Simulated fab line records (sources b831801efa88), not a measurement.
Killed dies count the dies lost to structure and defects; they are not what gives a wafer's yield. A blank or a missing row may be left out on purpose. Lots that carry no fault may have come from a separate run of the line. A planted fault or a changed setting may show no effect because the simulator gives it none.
Chamber matching -- flow sfq_line -- 3 sister chambers for SFQ_TRILAYER_I3_DEP_PECVD_081 on pecvd-02
The step deposits SiO2 from SiH4/N2O, time 111.11 s, target thk 500 nm. 6 wafers are shown with their chamber, then 8 later ones without.

## WAFERS WITH THEIR CHAMBER
wafer,chamber,throttle_valve_pct (%),heater_power_w (W)
L695.5,0,23.6,74
L695.6,1,26.0,67
L696.3,1,26.6,80
L698.3,0,24.0,77
L698.4,2,24.1,51
L711.1,2,24.5,59

## WAFERS WITHOUT THEIR CHAMBER
wafer,throttle_valve_pct (%),heater_power_w (W)
L711.2,24.1,77
L711.3,27.5,84
L713.1,27.6,83
L713.5,24.4,82
L713.6,28.0,83
L714.1,27.8,82
L714.4,24.2,58
L714.5,27.8,87

## WHICH CHAMBER EACH ONE RAN IN
wafer,from the rows above,in truth
L711.2,0,0
L711.3,1,1
L713.1,1,1
L713.5,0,0
L713.6,1,1
L714.1,1,1
L714.4,2,2
L714.5,1,1
Correct placement for 8 of the 8. Not placeable from these rows: 0. 0 placed wrongly.
How it was worked out, from the rows above alone: a wafer's distance from a chamber is the root of the sum, over the readings, of the square of ((its reading less the chamber's mean) divided by the reading's scatter). If the next closest chamber is less than 2 further off than the closest, the wafer can't be placed; otherwise it belongs to the closest. For every chamber, the mean is computed from those of its wafers that are shown. The scatter: take each reading less its chamber's mean, square it, sum over the shown wafers, divide by the number of wafers less the number of chambers, and take the root.
